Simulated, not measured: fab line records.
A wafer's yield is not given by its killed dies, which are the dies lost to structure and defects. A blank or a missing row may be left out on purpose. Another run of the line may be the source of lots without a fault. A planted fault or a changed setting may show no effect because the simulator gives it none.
8D (eight disciplines) problem report, filled in by code :: flow sky130 :: the parts of the form that need people (team, actions taken, sign-off) are left out

## 1. THE PROBLEM
beam_energy_keV at SKY_LDD_HVN_IMPLANT_08 reads a mean of 63.772 on 6 wafers of 2 lots; wafers without a fault read 60.004 with a standard deviation of 0.021. That is +99 or more standard deviations from the usual mean.
Seen first at day 26 01:54 on implanter-03, wafer L867.2. Wafers with a number at this step in the record: 39, from 13 lots. By rule, "out" or "out of limits" means more than 4 standard deviations away from the usual mean. The other wafers with a number count as sound.

## 2. WHAT IT IS, AND WHAT IT ISN'T
question: which readings at this step
is: beam_energy_keV
is not: -

question: which lots
is: L867, L868
is not: L851, L853, L854, L855, L856, L858, L859, L865, L869, L871, L873

question: which wafers of those lots
is: all that have a number
is not: -

question: read on which tools
is: implanter-03
is not: implanter-01, implanter-04

question: when
is: from day 26 01:54
is not: up to then (24 sound wafers); but 9 sound wafers of L869, L871, L873 came after

## 3. WHAT RULES OUT EACH SUSPECT
Counting: a tool stays on the suspect list if, at a process step up to the reading, it processed all lots that are out and no sound lot following the first of them.
- implanter-03 at SKY_LDD_HVN_IMPLANT_08: kept. It processed each lot that is out, first L867 at day 26 01:54, and no sound lot thereafter; up to then, the last sound lot it processed was L865 at day 25 13:51. Out on those wafers are its own readings of beam_energy_keV.
After counting, what remains is implanter-03 at SKY_LDD_HVN_IMPLANT_08.

## 4. THE CAUSE (what the simulator had put in)
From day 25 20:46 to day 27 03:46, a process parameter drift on implanter-03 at SKY_LDD_HVN_IMPLANT_08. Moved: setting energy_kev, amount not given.
Only this tool survived the counting.

## 5. SEQUENCE OF EFFECTS, ordered by route
Each row: a reading where the mean over the struck wafers with a number is more than 3 standard deviations away from the usual. Readings are gone through only where the record gives a usual standard deviation; hours: the median, over the lots, of the time from a lot's start at the first step in this table giving one to that lot's start at this step; sigmas: the change measured in usual standard deviations.
hours: 0
step: SKY_LDD_HVN_IMPLANT_08
reading: beam_energy_keV
usual: 60.004
on struck wafers: 63.772
change: +3.768
sigmas: +99 or more
The process steps in it:
- SKY_LDD_HVN_IMPLANT_08

## 6. WHAT WOULD HAVE CAUGHT IT SOONER
First out-of-limits reading in this record: day 26 01:54, which is 5 hours after fault onset at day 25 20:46.
